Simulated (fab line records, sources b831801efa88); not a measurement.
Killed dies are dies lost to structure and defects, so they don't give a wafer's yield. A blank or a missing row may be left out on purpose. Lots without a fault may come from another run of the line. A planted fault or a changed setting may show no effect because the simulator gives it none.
fab line records | flow gf180mcu
record lots=5 wafers=15 last_day=34
route steps=602 shown MVPSD@89 VT_IMPLANT@90
lots that met no fault: from a run of the same line without faults
start_h: hours from the record's first day to the start of the lot's first wafer shown | wait_h: hours since the lot's step before | " the same as in the row above | L1.1+2: a row that stands for several wafers | - no value, or no start given | * or withheld: withheld | < > ~ a bound
route shown NAME@n: a module of which the file shows steps, and the number in the route of the first | usual: mean/standard deviation of fault-free wafers | same: alike in all rows | chamber/n: place in a boat | sites: the reading at each site | _std_site: their standard deviation | _edge_site: outer sites' mean less inner sites' | radius_mm: how far each site lies from the wafer's centre | mask NAME#n: copy n | behind: the tool/chamber that last shaped the wafer | hold: why the lot was held/for how many hours/how that ended | device: the transistor (n, p or np) that didn't switch | end of line: the same wafers' tests at the end of the route | a step without rows: its recipe alone | killed: dies lost to structure and defects at the first sort, not the wafer's yield | map: a wafer's dies, x killed, . not, _ none there
set.NAME: the setting as run; set.NAME@STEP: as run at that earlier step | model.NAME: the simulator's own value behind a step, which no gauge read
lots at some steps of the route; a table a step, a row a wafer
services: from which hour (start_h, from the record's first day; less than 0 if before it) a tool's chamber was out of use, for how many hours, and why
## steps
# step GF_MVPSD_TW_MEAS_11
# usual MVPSD_TW=556/4.6
# columns lot.wafer tool chamber start_h wait_h MVPSD_TW
L079.1 film_metro-02 - 124.33 0.1 560
L079.2 " - " " 564
L079.6 " - " " 566
L082.1 film_metro-01 - 142.58 0.1 554
L082.2 " - " " 553
L082.3 " - " " 554
L085.2 film_metro-01 - 160.20 0.1 552
L085.3 " - " " 553
L085.5 " - " " 553
L089.1 film_metro-02 - 185.12 0.1 559
L089.3 " - " " 563
L089.4 " - " " 563
L095.1 film_metro-01 - 221.33 0.1 548
L095.3 " - " " 549
L095.5 " - " " 546
# step GF_VT_IMPLANT_DEHYDRATE_00
# recipe temp_c=200 time_s=60
# usual resist_line_temp_C=23.01/0.097
# columns lot.wafer tool chamber start_h wait_h resist_line_temp_C
L079.1 litho_track-01 0 131.09 6.8 23.05
L079.2 " 0 " " 23.21
L079.6 " 0 " " 23.07
L082.1 litho_track-03 0 149.69 7.1 23.25
L082.2 " 0 " " 23.05
L082.3 " 0 " " 23.09
L085.2 litho_track-02 0 167.88 7.7 22.91
L085.3 " 0 " " 22.83
L085.5 " 0 " " 23.09
L089.1 litho_track-01 0 192.39 7.3 23.07
L089.3 " 0 " " 23.19
L089.4 " 0 " " 23.14
L095.1 litho_track-03 0 229.94 8.6 22.94
L095.3 " 0 " " 23.10
L095.5 " 0 " " 22.95
# step GF_VT_IMPLANT_HMDS_01
# recipe prime_time_s=60 prime_temp_c=120
# usual prime_temp_c=120.01/0.16 resist_line_temp_C=23.01/0.11
# columns lot.wafer tool chamber start_h wait_h prime_temp_c resist_line_temp_C
L079.1 litho_track-01 0 131.24 0.1 120.12 22.97
L079.2 " 0 " " 120.26 22.79
L079.6 " 0 " " 120.10 22.83
L082.1 litho_track-03 0 149.84 0.1 119.89 22.77
L082.2 " 0 " " 120.01 22.92
L082.3 " 0 " " 120.17 22.89
L085.2 litho_track-02 0 168.03 0.1 120.10 23.13
L085.3 " 0 " " 120.02 23.08
L085.5 " 0 " " 120.02 23.07
L089.1 litho_track-01 0 192.54 0.1 119.83 23.01
L089.3 " 0 " " 120.02 22.86
L089.4 " 0 " " 119.82 23.14
L095.1 litho_track-03 0 230.09 0.1 119.81 23.05
L095.3 " 0 " " 119.71 22.82
L095.5 " 0 " " 119.81 22.83
# step GF_VT_IMPLANT_COAT_02
# recipe resist=NOVOLAK spin_rpm=3000 resist_thk_nm=1000
# usual resist_line_temp_C=22.99/0.12
# columns lot.wafer tool chamber start_h wait_h resist_line_temp_C
L079.1 litho_track-01 0 131.39 0.1 23.04
L079.2 " 0 " " 23.01
L079.6 " 0 " " 23.02
L082.1 litho_track-03 0 149.99 0.1 22.91
L082.2 " 0 " " 23.14
L082.3 " 0 " " 23.14
L085.2 litho_track-02 0 168.18 0.1 22.97
L085.3 " 0 " " 22.97
L085.5 " 0 " " 22.82
L089.1 litho_track-01 0 192.69 0.1 22.93
L089.3 " 0 " " 23.11
L089.4 " 0 " " 23.02
L095.1 litho_track-03 0 230.24 0.1 23.15
L095.3 " 0 " " 23.12
L095.5 " 0 " " 22.98
# step GF_VT_IMPLANT_SOFTBAKE_03
# recipe temp_c=90 time_s=60 resist=NOVOLAK
# usual resist_line_temp_C=23.03/0.11
# columns lot.wafer tool chamber start_h wait_h resist_line_temp_C
L079.1 litho_track-01 0 131.54 0.1 23.05
L079.2 " 0 " " 23.01
L079.6 " 0 " " 22.89
L082.1 litho_track-03 0 150.14 0.1 22.90
L082.2 " 0 " " 22.99
L082.3 " 0 " " 22.97
L085.2 litho_track-02 0 168.33 0.1 22.93
L085.3 " 0 " " 23.16
L085.5 " 0 " " 23.18
L089.1 litho_track-01 0 192.84 0.1 23.08
L089.3 " 0 " " 23.07
L089.4 " 0 " " 23.01
L095.1 litho_track-03 0 230.39 0.1 23.15
L095.3 " 0 " " 23.16
L095.5 " 0 " " 23.07
# step GF_VT_IMPLANT_EXPOSE_04
# recipe mask_id=LVPWELL_LV_AREA target_cd_nm=600 na=0.6 source_shape=conventional sigma_outer=0.6 dose_mj=140
# columns lot.wafer tool chamber start_h wait_h mask
L079.1+2+6 iline_stepper-01 0 - - LVPWELL_LV_AREA#0
L082.1+2+3 iline_stepper-02 0 - - LVPWELL_LV_AREA#0
L085.2+3+5 iline_stepper-02 0 - - LVPWELL_LV_AREA#0
L089.1+3+4 iline_stepper-01 0 - - LVPWELL_LV_AREA#0
L095.1+3+5 iline_stepper-02 0 - - LVPWELL_LV_AREA#0
# step GF_VT_IMPLANT_PEB_05
# recipe temp_c=withheld time_s=* resist=NOVOLAK
# usual resist_line_temp_C=*
# columns lot.wafer tool chamber start_h wait_h resist_line_temp_C
L079.1 litho_track-01 0 - - *
L079.2 " 0 " " *
L079.6 " 0 " " *
L082.1 litho_track-01 0 - - *
L082.2 " 0 " " *
L082.3 " 0 " " *
L085.2 litho_track-03 0 - - *
L085.3 " 0 " " *
L085.5 " 0 " " *
L089.1 litho_track-03 0 - - *
L089.3 " 0 " " *
L089.4 " 0 " " *
L095.1 litho_track-02 0 - - *
L095.3 " 0 " " *
L095.5 " 0 " " *
# step GF_VT_IMPLANT_DEVELOP_06
# recipe develop_time_s=60 dev_temp_c=23
# usual resist_line_temp_C=23.00/0.1
# columns lot.wafer tool chamber start_h wait_h resist_line_temp_C
L079.1 litho_track-01 0 139.09 0.1 23.03
L079.2 " 0 " " 23.04
L079.6 " 0 " " 23.13
L082.1 litho_track-01 0 157.69 0.1 22.97
L082.2 " 0 " " 22.97
L082.3 " 0 " " 23.03
L085.2 litho_track-03 0 176.07 0.1 22.98
L085.3 " 0 " " 22.84
L085.5 " 0 " " 22.99
L089.1 litho_track-03 0 201.49 0.1 22.96
L089.3 " 0 " " 23.25
L089.4 " 0 " " 22.92
L095.1 litho_track-02 0 238.80 0.1 23.10
L095.3 " 0 " " 22.98
L095.5 " 0 " " 23.10
# step GF_VT_IMPLANT_OVL_MEAS_07
# usual VT_IMPLANT_OVL=0.2/1.2
# columns lot.wafer tool chamber start_h wait_h VT_IMPLANT_OVL[nm]
L079.1 overlay-01 - 139.24 0.1 -1.1
L079.2 " - " " 1.0
L079.6 " - " " -0.2
L082.1 overlay-01 - 157.84 0.1 1.6
L082.2 " - " " -0.4
L082.3 " - " " 0.7
L085.2 overlay-01 - 176.20 0.1 -0.1
L085.3 " - " " 0.4
L085.5 " - " " 1.5
L089.1 overlay-02 - 201.64 0.1 1.3
L089.3 " - " " -1.1
L089.4 " - " " -1.0
L095.1 overlay-01 - 238.95 0.1 0.9
L095.3 " - " " 0.4
L095.5 " - " " 1.4
# step GF_VT_IMPLANT_IMPLANT_08
# recipe species=BF2 energy_kev=20 dose_cm2=8.29e+12 tilt_deg=7
# same implant_ion_amu=49
# columns lot.wafer tool chamber start_h wait_h
L079.1+2+6 implanter-01 0 139.28 0.0
L082.1+2+3 implanter-03 0 157.88 0.0
L085.2+3+5 implanter-01 0 176.26 0.0
L089.1+3+4 implanter-03 0 201.68 0.0
L095.1+3+5 implanter-01 0 238.99 0.0
# step GF_VT_IMPLANT_STRIP_09
# recipe chemistry=O2/N2 power_w=1400 pressure_mtorr=1500 platen_temp_c=250 o2_flow_sccm=3000 n2_flow_sccm=300 overash_fraction=0.5
# usual drypump_motor_current_A=5.8/0.5 heater_power_w=354/16 oes_product_au=0.716/0.0049 strip_time_to_endpoint_s=12.64/0.037
# columns lot.wafer tool chamber start_h wait_h drypump_motor_current_A heater_power_w oes_product_au rf_hours_counter_h strip_time_to_endpoint_s
L079.1 plasma_asher-03 1 139.43 0.1 6.1 369 0.714 48 12.70
L079.2 " 0 " " 5.4 349 0.716 48 12.70
L079.6 " 0 " " 5.4 337 0.719 - 12.73
L082.1 plasma_asher-03 0 158.03 0.1 5.5 337 0.719 50 12.65
L082.2 " 1 " " 6.1 366 0.712 50 12.66
L082.3 " 0 " " 5.4 342 0.716 - 12.64
L085.2 plasma_asher-03 1 176.38 0.1 6.1 370 0.710 52 12.63
L085.3 " 1 " " 6.1 375 0.728 - 12.62
L085.5 " 0 " " 5.5 337 0.713 - 12.70
L089.1 plasma_asher-03 1 201.83 0.1 6.1 371 0.714 54 12.63
L089.3 " 0 " " 5.4 345 0.716 - 12.67
L089.4 " 1 " " 6.1 381 0.718 - 12.60
L095.1 plasma_asher-02 0 239.14 0.1 6.6 358 0.714 13 12.58
L095.3 " 0 " " 6.6 358 0.719 - 12.58
L095.5 " 1 " " 5.7 338 0.713 - 12.58
# step GF_VT_IMPLANT_TW_MEAS_10
# usual VT_IMPLANT_TW=568.9/2.4
# columns lot.wafer tool chamber start_h wait_h VT_IMPLANT_TW
L079.1 film_metro-03 - 139.53 0.1 568.4
L079.2 " - " " 568.6
L079.6 " - " " 568.8
L082.1 film_metro-04 - 158.13 0.1 571.3
L082.2 " - " " 567.4
L082.3 " - " " 567.4
L085.2 film_metro-03 - 176.49 0.1 568.6
L085.3 " - " " 568.8
L085.5 " - " " 568.0
L089.1 film_metro-03 - 201.93 0.1 564.6
L089.3 " - " " 567.9
L089.4 " - " " 567.0
L095.1 film_metro-02 - 239.24 0.1 567.0
L095.3 " - " " 567.3
L095.5 " - " " 565.4
# step GF_VT_IMPLANT_DEHYDRATE_11
# recipe temp_c=200 time_s=60
# usual resist_line_temp_C=23.00/0.1
# columns lot.wafer tool chamber start_h wait_h resist_line_temp_C
L079.1 litho_track-01 0 146.84 7.3 23.20
L079.2 " 0 " " 23.17
L079.6 " 0 " " 23.05
L082.1 litho_track-01 0 165.39 7.3 23.01
L082.2 " 0 " " 23.07
L082.3 " 0 " " 23.01
L085.2 litho_track-02 0 184.53 8.0 22.98
L085.3 " 0 " " 23.17
L085.5 " 0 " " 22.88
L089.1 litho_track-01 0 209.69 7.8 22.91
L089.3 " 0 " " 23.00
L089.4 " 0 " " 23.03
L095.1 litho_track-02 0 248.15 8.9 23.14
L095.3 " 0 " " 23.04
L095.5 " 0 " " 23.01
# step GF_VT_IMPLANT_HMDS_12
# recipe prime_time_s=60 prime_temp_c=120
# usual prime_temp_c=120.01/0.12 resist_line_temp_C=22.99/0.097
# columns lot.wafer tool chamber start_h wait_h prime_temp_c resist_line_temp_C
L079.1 litho_track-01 0 146.99 0.1 120.08 23.07
L079.2 " 0 " " 119.85 23.01
L079.6 " 0 " " 119.95 23.04
L082.1 litho_track-01 0 165.54 0.1 119.98 23.08
L082.2 " 0 " " 120.20 23.11
L082.3 " 0 " " 120.09 23.06
L085.2 litho_track-02 0 184.68 0.1 119.98 23.08
L085.3 " 0 " " 120.17 22.95
L085.5 " 0 " " 119.92 22.96
L089.1 litho_track-01 0 209.84 0.1 120.20 22.78
L089.3 " 0 " " 119.92 22.81
L089.4 " 0 " " 119.89 23.02
L095.1 litho_track-02 0 248.30 0.1 119.85 23.05
L095.3 " 0 " " 119.91 22.92
L095.5 " 0 " " 119.70 22.96
# step GF_VT_IMPLANT_COAT_13
# recipe resist=NOVOLAK spin_rpm=3000 resist_thk_nm=1000
# usual resist_line_temp_C=23.01/0.11
# columns lot.wafer tool chamber start_h wait_h resist_line_temp_C
L079.1 litho_track-01 0 147.14 0.1 22.95
L079.2 " 0 " " 22.98
L079.6 " 0 " " 23.10
L082.1 litho_track-01 0 165.69 0.1 22.98
L082.2 " 0 " " 22.93
L082.3 " 0 " " 22.99
L085.2 litho_track-02 0 184.83 0.1 23.14
L085.3 " 0 " " 22.98
L085.5 " 0 " " 23.09
L089.1 litho_track-01 0 209.99 0.1 23.00
L089.3 " 0 " " 22.89
L089.4 " 0 " " 22.91
L095.1 litho_track-02 0 248.45 0.1 22.91
L095.3 " 0 " " 22.78
L095.5 " 0 " " 22.99
# step GF_VT_IMPLANT_SOFTBAKE_14
# recipe temp_c=90 time_s=60 resist=NOVOLAK
# usual resist_line_temp_C=23.01/0.099
# columns lot.wafer tool chamber start_h wait_h resist_line_temp_C
L079.1 litho_track-01 0 147.29 0.1 23.15
L079.2 " 0 " " 23.01
L079.6 " 0 " " 23.05
L082.1 litho_track-01 0 165.84 0.1 23.08
L082.2 " 0 " " 23.05
L082.3 " 0 " " 22.76
L085.2 litho_track-02 0 184.98 0.1 23.10
L085.3 " 0 " " 23.01
L085.5 " 0 " " 23.04
L089.1 litho_track-01 0 210.14 0.1 23.00
L089.3 " 0 " " 22.96
L089.4 " 0 " " 23.09
L095.1 litho_track-02 0 248.60 0.1 23.12
L095.3 " 0 " " 23.04
L095.5 " 0 " " 23.10
# step GF_VT_IMPLANT_EXPOSE_15
# recipe mask_id=Nwell_LV_AREA target_cd_nm=860 na=0.6 source_shape=conventional sigma_outer=0.6 dose_mj=140
# columns lot.wafer tool chamber start_h wait_h mask
L079.1+2+6 iline_stepper-01 0 - - Nwell_LV_AREA#0
L082.1+2+3 iline_stepper-02 0 - - Nwell_LV_AREA#0
L085.2+3+5 iline_stepper-01 0 - - Nwell_LV_AREA#0
L089.1+3+4 iline_stepper-01 0 - - Nwell_LV_AREA#0
L095.1+3+5 iline_stepper-02 0 - - Nwell_LV_AREA#0
# step GF_VT_IMPLANT_PEB_16
# recipe temp_c=withheld time_s=* resist=NOVOLAK
# usual resist_line_temp_C=*
# columns lot.wafer tool chamber start_h wait_h resist_line_temp_C
L079.1 litho_track-02 0 - - *
L079.2 " 0 " " *
L079.6 " 0 " " *
L082.1 litho_track-02 0 - - *
L082.2 " 0 " " *
L082.3 " 0 " " *
L085.2 litho_track-03 0 - - *
L085.3 " 0 " " *
L085.5 " 0 " " *
L089.1 litho_track-02 0 - - *
L089.3 " 0 " " *
L089.4 " 0 " " *
L095.1 litho_track-03 0 - - *
L095.3 " 0 " " *
L095.5 " 0 " " *
# step GF_VT_IMPLANT_DEVELOP_17
# recipe develop_time_s=60 dev_temp_c=23
# usual resist_line_temp_C=23.00/0.096
# columns lot.wafer tool chamber start_h wait_h resist_line_temp_C
L079.1 litho_track-02 0 154.85 0.1 22.94
L079.2 " 0 " " 22.98
L079.6 " 0 " " 22.89
L082.1 litho_track-02 0 173.55 0.1 22.97
L082.2 " 0 " " 22.93
L082.3 " 0 " " 22.93
L085.2 litho_track-03 0 193.12 0.1 23.12
L085.3 " 0 " " 22.99
L085.5 " 0 " " 22.93
L089.1 litho_track-02 0 218.50 0.1 23.00
L089.3 " 0 " " 23.09
L089.4 " 0 " " 23.00
L095.1 litho_track-03 0 257.49 0.1 22.89
L095.3 " 0 " " 22.78
L095.5 " 0 " " 23.00
# step GF_VT_IMPLANT_OVL_MEAS_18
# usual VT_IMPLANT_01_OVL=0.8/1.2
# columns lot.wafer tool chamber start_h wait_h VT_IMPLANT_01_OVL[nm]
L079.1 overlay-02 - 155.00 0.1 0.0
L079.2 " - " " 2.4
L079.6 " - " " 1.3
L082.1 overlay-01 - 173.70 0.1 1.4
L082.2 " - " " 0.6
L082.3 " - " " 1.0
L085.2 overlay-02 - 193.25 0.1 0.5
L085.3 " - " " -0.1
L085.5 " - " " 0.8
L089.1 overlay-01 - 218.65 0.1 1.4
L089.3 " - " " 1.5
L089.4 " - " " 1.2
L095.1 overlay-01 - 257.64 0.1 0.4
L095.3 " - " " -0.4
L095.5 " - " " 0.9
# step GF_VT_IMPLANT_IMPLANT_19
# recipe species=As energy_kev=100 dose_cm2=4.35e+12 tilt_deg=7
# same implant_ion_amu=75
# columns lot.wafer tool chamber start_h wait_h
L079.1+2+6 implanter-01 0 155.04 0.0
L082.1+2+3 implanter-03 0 173.74 0.0
L085.2+3+5 implanter-03 0 193.31 0.0
L089.1+3+4 implanter-02 0 218.69 0.0
L095.1+3+5 implanter-01 0 257.68 0.0
# step GF_VT_IMPLANT_STRIP_20
# recipe chemistry=O2/N2 power_w=1400 pressure_mtorr=1500 platen_temp_c=250 o2_flow_sccm=3000 n2_flow_sccm=300 overash_fraction=0.5
# usual drypump_motor_current_A=5.5/0.62 heater_power_w=356/19 oes_product_au=0.717/0.0046 strip_time_to_endpoint_s=12.63/0.035
# columns lot.wafer tool chamber start_h wait_h drypump_motor_current_A heater_power_w oes_product_au rf_hours_counter_h strip_time_to_endpoint_s
L079.1 plasma_asher-04 1 155.19 0.1 5.1 373 0.719 37 12.65
L079.2 " 0 " " 4.9 352 0.715 37 12.62
L079.6 " 1 " " 5.1 374 0.723 - 12.63
L082.1 plasma_asher-03 1 173.89 0.1 6.1 377 0.709 52 12.66
L082.2 " 0 " " 5.5 340 0.709 52 12.68
L082.3 " 0 " " 5.4 343 0.712 - 12.66
L085.2 plasma_asher-04 1 193.43 0.1 5.1 391 0.713 41 12.68
L085.3 " 0 " " 4.9 343 0.720 - 12.68
L085.5 " 1 " " 5.1 376 0.713 - 12.70
L089.1 plasma_asher-02 0 218.84 0.1 6.6 371 0.720 10 12.60
L089.3 " 0 " " 6.6 370 0.718 - 12.63
L089.4 " 1 " " 5.7 329 0.721 - 12.63
L095.1 plasma_asher-04 0 257.83 0.1 4.9 337 0.713 47 12.66
L095.3 " 1 " " 5.0 376 0.717 - 12.55
L095.5 " 1 " " 5.1 371 0.713 - 12.65
# step GF_VT_IMPLANT_TW_MEAS_21
# usual VT_IMPLANT_2_TW=1226/5.7
# columns lot.wafer tool chamber start_h wait_h VT_IMPLANT_2_TW
L079.1 film_metro-02 - 155.29 0.1 1225
L079.2 " - " " 1225
L079.6 " - " " 1221
L082.1 film_metro-04 - 173.99 0.1 1230
L082.2 " - " " 1232
L082.3 " - " " 1233
L085.2 film_metro-02 - 193.54 0.1 1230
L085.3 " - " " 1227
L085.5 " - " " 1234
L089.1 film_metro-04 - 218.94 0.1 1230
L089.3 " - " " 1229
L089.4 " - " " 1222
L095.1 film_metro-04 - 257.93 0.1 1226
L095.3 " - " " 1223
L095.5 " - " " 1223
# step GF_VT_IMPLANT_DEHYDRATE_22
# recipe temp_c=200 time_s=60
# usual resist_line_temp_C=22.99/0.11
# columns lot.wafer tool chamber start_h wait_h resist_line_temp_C
L079.1 litho_track-03 0 162.84 7.5 22.89
L079.2 " 0 " " 22.84
L079.6 " 0 " " 22.96
L082.1 litho_track-02 0 181.25 7.3 22.88
L082.2 " 0 " " 22.82
L082.3 " 0 " " 23.00
L085.2 litho_track-01 0 201.52 8.0 23.01
L085.3 " 0 " " 23.06
L085.5 " 0 " " 22.89
L089.1 litho_track-02 0 227.40 8.5 22.85
L089.3 " 0 " " 22.95
L089.4 " 0 " " 22.69
L095.1 litho_track-01 0 266.84 8.9 22.95
L095.3 " 0 " " 23.10
L095.5 " 0 " " 22.96
# step GF_VT_IMPLANT_HMDS_23
# recipe prime_time_s=60 prime_temp_c=120
# usual prime_temp_c=120.00/0.13 resist_line_temp_C=22.96/0.099
# columns lot.wafer tool chamber start_h wait_h prime_temp_c resist_line_temp_C
L079.1 litho_track-03 0 162.99 0.1 119.87 23.00
L079.2 " 0 " " 119.95 22.94
L079.6 " 0 " " 119.84 22.99
L082.1 litho_track-02 0 181.40 0.1 120.16 23.11
L082.2 " 0 " " 119.87 23.03
L082.3 " 0 " " 120.20 22.98
L085.2 litho_track-01 0 201.67 0.1 120.14 23.08
L085.3 " 0 " " 120.17 23.05
L085.5 " 0 " " 120.18 23.04
L089.1 litho_track-02 0 227.55 0.1 119.94 22.88
L089.3 " 0 " " 119.84 22.96
L089.4 " 0 " " 119.85 22.81
L095.1 litho_track-01 0 266.99 0.1 120.20 23.07
L095.3 " 0 " " 120.14 22.85
L095.5 " 0 " " 120.16 22.79
# step GF_VT_IMPLANT_COAT_24
# recipe resist=NOVOLAK spin_rpm=3000 resist_thk_nm=1000
# usual resist_line_temp_C=23.01/0.091
# columns lot.wafer tool chamber start_h wait_h resist_line_temp_C
L079.1 litho_track-03 0 163.14 0.1 23.02
L079.2 " 0 " " 23.01
L079.6 " 0 " " 23.05
L082.1 litho_track-02 0 181.55 0.1 23.05
L082.2 " 0 " " 22.98
L082.3 " 0 " " 23.03
L085.2 litho_track-01 0 201.82 0.1 23.06
L085.3 " 0 " " 23.21
L085.5 " 0 " " 23.12
L089.1 litho_track-02 0 227.70 0.1 23.07
L089.3 " 0 " " 22.85
L089.4 " 0 " " 23.00
L095.1 litho_track-01 0 267.14 0.1 22.93
L095.3 " 0 " " 22.95
L095.5 " 0 " " 22.97
# step GF_VT_IMPLANT_SOFTBAKE_25
# recipe temp_c=90 time_s=60 resist=NOVOLAK
# usual resist_line_temp_C=22.99/0.1
# columns lot.wafer tool chamber start_h wait_h resist_line_temp_C
L079.1 litho_track-03 0 163.29 0.1 23.00
L079.2 " 0 " " 23.04
L079.6 " 0 " " 23.20
L082.1 litho_track-02 0 181.70 0.1 23.09
L082.2 " 0 " " 23.02
L082.3 " 0 " " 23.04
L085.2 litho_track-01 0 201.97 0.1 22.90
L085.3 " 0 " " 22.91
L085.5 " 0 " " 22.84
L089.1 litho_track-02 0 227.85 0.1 23.13
L089.3 " 0 " " 23.00
L089.4 " 0 " " 23.18
L095.1 litho_track-01 0 267.29 0.1 22.92
L095.3 " 0 " " 22.88
L095.5 " 0 " " 22.92
# step GF_VT_IMPLANT_EXPOSE_26
# recipe mask_id=LVPWELL_HV_AREA target_cd_nm=860 na=0.6 source_shape=conventional sigma_outer=0.6 dose_mj=140
# columns lot.wafer tool chamber start_h wait_h mask
L079.1+2+6 iline_stepper-02 0 - - LVPWELL_HV_AREA#0
L082.1+2+3 iline_stepper-02 0 - - LVPWELL_HV_AREA#0
L085.2+3+5 iline_stepper-02 0 - - LVPWELL_HV_AREA#0
L089.1+3+4 iline_stepper-02 0 - - LVPWELL_HV_AREA#0
L095.1+3+5 iline_stepper-02 0 - - LVPWELL_HV_AREA#0
# step GF_VT_IMPLANT_PEB_27
# recipe temp_c=withheld time_s=* resist=NOVOLAK
# usual resist_line_temp_C=*
# columns lot.wafer tool chamber start_h wait_h resist_line_temp_C
L079.1 litho_track-02 0 - - *
L079.2 " 0 " " *
L079.6 " 0 " " *
L082.1 litho_track-03 0 - - *
L082.2 " 0 " " *
L082.3 " 0 " " *
L085.2 litho_track-03 0 - - *
L085.3 " 0 " " *
L085.5 " 0 " " *
L089.1 litho_track-03 0 - - *
L089.3 " 0 " " *
L089.4 " 0 " " *
L095.1 litho_track-01 0 - - *
L095.3 " 0 " " *
L095.5 " 0 " " *
# step GF_VT_IMPLANT_DEVELOP_28
# recipe develop_time_s=60 dev_temp_c=23
# usual resist_line_temp_C=23.00/0.11
# columns lot.wafer tool chamber start_h wait_h resist_line_temp_C
L079.1 litho_track-02 0 171.05 0.1 23.10
L079.2 " 0 " " 23.02
L079.6 " 0 " " 23.08
L082.1 litho_track-03 0 190.29 0.1 22.91
L082.2 " 0 " " 23.03
L082.3 " 0 " " 23.10
L085.2 litho_track-03 0 209.92 0.1 22.88
L085.3 " 0 " " 23.01
L085.5 " 0 " " 23.03
L089.1 litho_track-03 0 236.09 0.1 22.96
L089.3 " 0 " " 22.89
L089.4 " 0 " " 23.04
L095.1 litho_track-01 0 277.04 0.1 23.16
L095.3 " 0 " " 23.01
L095.5 " 0 " " 22.94
# step GF_VT_IMPLANT_OVL_MEAS_29
# usual VT_IMPLANT_02_OVL=0.2/1.7
# columns lot.wafer tool chamber start_h wait_h VT_IMPLANT_02_OVL[nm]
L079.1 overlay-01 - 171.20 0.1 1.2
L079.2 " - " " 2.0
L079.6 " - " " 0.3
L082.1 overlay-02 - 190.44 0.1 0.0
L082.2 " - " " 0.1
L082.3 " - " " 1.5
L085.2 overlay-02 - 210.05 0.1 -0.2
L085.3 " - " " -1.2
L085.5 " - " " 0.0
L089.1 overlay-01 - 236.24 0.1 3.9
L089.3 " - " " 1.4
L089.4 " - " " 2.7
L095.1 overlay-01 - 277.19 0.1 2.3
L095.3 " - " " -0.6
L095.5 " - " " 1.0
# step GF_VT_IMPLANT_IMPLANT_30
# recipe species=B energy_kev=25 dose_cm2=2.534e+12 tilt_deg=7
# same implant_ion_amu=11
# columns lot.wafer tool chamber start_h wait_h
L079.1+2+6 implanter-02 0 171.24 0.0
L082.1+2+3 implanter-03 0 190.48 0.0
L085.2+3+5 implanter-01 0 210.10 0.0
L089.1+3+4 implanter-01 0 236.28 0.0
L095.1+3+5 implanter-01 0 277.23 0.0
# step GF_VT_IMPLANT_STRIP_31
# recipe chemistry=O2/N2 power_w=1400 pressure_mtorr=1500 platen_temp_c=250 o2_flow_sccm=3000 n2_flow_sccm=300 overash_fraction=0.5
# usual drypump_motor_current_A=5.8/0.5 heater_power_w=355/16 oes_product_au=0.716/0.0047 strip_time_to_endpoint_s=12.63/0.032
# columns lot.wafer tool chamber start_h wait_h drypump_motor_current_A heater_power_w oes_product_au rf_hours_counter_h strip_time_to_endpoint_s
L079.1 plasma_asher-02 0 171.39 0.1 6.6 372 0.717 6 12.58
L079.2 " 1 " " 5.7 341 0.716 6 12.60
L079.6 " 1 " " 5.7 342 0.713 - 12.62
L082.1 plasma_asher-04 1 190.63 0.1 5.1 381 0.709 40 12.67
L082.2 " 0 " " 4.9 337 0.713 40 12.62
L082.3 " 1 " " 5.1 385 0.707 - 12.64
L085.2 plasma_asher-02 0 210.23 0.1 6.6 360 0.727 10 12.67
L085.3 " 1 " " 5.7 334 0.722 - 12.68
L085.5 " 1 " " 5.7 336 0.710 - 12.65
L089.1 plasma_asher-03 0 236.43 0.1 5.4 349 0.715 58 12.60
L089.3 " 0 " " 5.5 344 0.715 - 12.65
L089.4 " 1 " " 6.1 375 0.719 - 12.59
L095.1 plasma_asher-04 0 277.38 0.1 4.9 336 0.719 49 12.60
L095.3 " 1 " " 5.1 382 0.709 - 12.63
L095.5 " 1 " " 5.1 385 0.711 - 12.60
# step GF_VT_IMPLANT_TW_MEAS_32
# usual VT_IMPLANT_3_TW=270.9/1.2
# columns lot.wafer tool chamber start_h wait_h VT_IMPLANT_3_TW
L079.1 film_metro-03 - 171.49 0.1 269.0
L079.2 " - " " 270.9
L079.6 " - " " 271.2
L082.1 film_metro-04 - 190.73 0.1 272.0
L082.2 " - " " 274.2
L082.3 " - " " 272.0
L085.2 film_metro-02 - 210.34 0.1 270.8
L085.3 " - " " 271.9
L085.5 " - " " 270.9
L089.1 film_metro-02 - 236.53 0.1 270.9
L089.3 " - " " 269.8
L089.4 " - " " 271.4
L095.1 film_metro-04 - 277.48 0.1 270.9
L095.3 " - " " 271.7
L095.5 " - " " 270.8
# step GF_VT_IMPLANT_DEHYDRATE_33
# recipe temp_c=200 time_s=60
# usual resist_line_temp_C=23.00/0.11
# columns lot.wafer tool chamber start_h wait_h resist_line_temp_C
L079.1 litho_track-01 0 178.64 7.1 22.80
L079.2 " 0 " " 22.95
L079.6 " 0 " " 22.98
L082.1 litho_track-01 0 198.09 7.4 23.09
L082.2 " 0 " " 23.00
L082.3 " 0 " " 22.96
L085.2 litho_track-01 0 218.12 7.8 23.05
L085.3 " 0 " " 22.70
L085.5 " 0 " " 23.05
L089.1 litho_track-01 0 245.29 8.8 23.07
L089.3 " 0 " " 23.18
L089.4 " 0 " " 23.01
L095.1 litho_track-02 0 286.95 9.5 23.01
L095.3 " 0 " " 23.04
L095.5 " 0 " " 22.86
# step GF_VT_IMPLANT_HMDS_34
# recipe prime_time_s=60 prime_temp_c=120
# usual prime_temp_c=119.97/0.14 resist_line_temp_C=23.02/0.099
# columns lot.wafer tool chamber start_h wait_h prime_temp_c resist_line_temp_C
L079.1 litho_track-01 0 178.79 0.1 120.02 23.09
L079.2 " 0 " " 119.99 23.12
L079.6 " 0 " " 120.00 23.12
L082.1 litho_track-01 0 198.24 0.1 119.81 23.03
L082.2 " 0 " " 120.14 22.99
L082.3 " 0 " " 120.01 23.10
L085.2 litho_track-01 0 218.27 0.1 119.90 23.20
L085.3 " 0 " " 119.91 23.12
L085.5 " 0 " " 119.80 23.05
L089.1 litho_track-01 0 245.44 0.1 119.82 22.81
L089.3 " 0 " " 119.95 23.03
L089.4 " 0 " " 119.83 23.03
L095.1 litho_track-02 0 287.10 0.1 119.83 23.06
L095.3 " 0 " " 119.73 22.93
L095.5 " 0 " " 119.98 22.83
## services
# columns tool chamber start_h hours kind
plasma_asher-02 - 108.75 9.0 pm
plasma_asher-02 0 108.75 9.0 vent_cycle
plasma_asher-02 1 108.75 9.0 vent_cycle
iline_stepper-01 - 111.03 1.2 repair
plasma_asher-02 0 117.75 - clean
plasma_asher-02 1 117.75 - clean
plasma_asher-02 - 159.38 2.8 pm
plasma_asher-04 - 161.70 2.4 repair
implanter-01 - 167.91 3.9 repair
implanter-02 - 194.12 8.4 repair
implanter-02 - 202.51 10.5 pm
implanter-01 - 205.02 3.3 pm
implanter-03 - 209.76 4.4 pm
plasma_asher-03 - 214.96 1.5 repair
implanter-02 - 217.61 0.6 repair
implanter-03 - 218.07 3.8 repair
implanter-03 - 250.36 4.0 repair
iline_stepper-02 - 253.04 2.1 pm
iline_stepper-01 - 255.12 1.7 pm
iline_stepper-02 - 255.12 - consumable_replace:lamp
plasma_asher-04 - 282.96 1.8 repair
## key
fault none
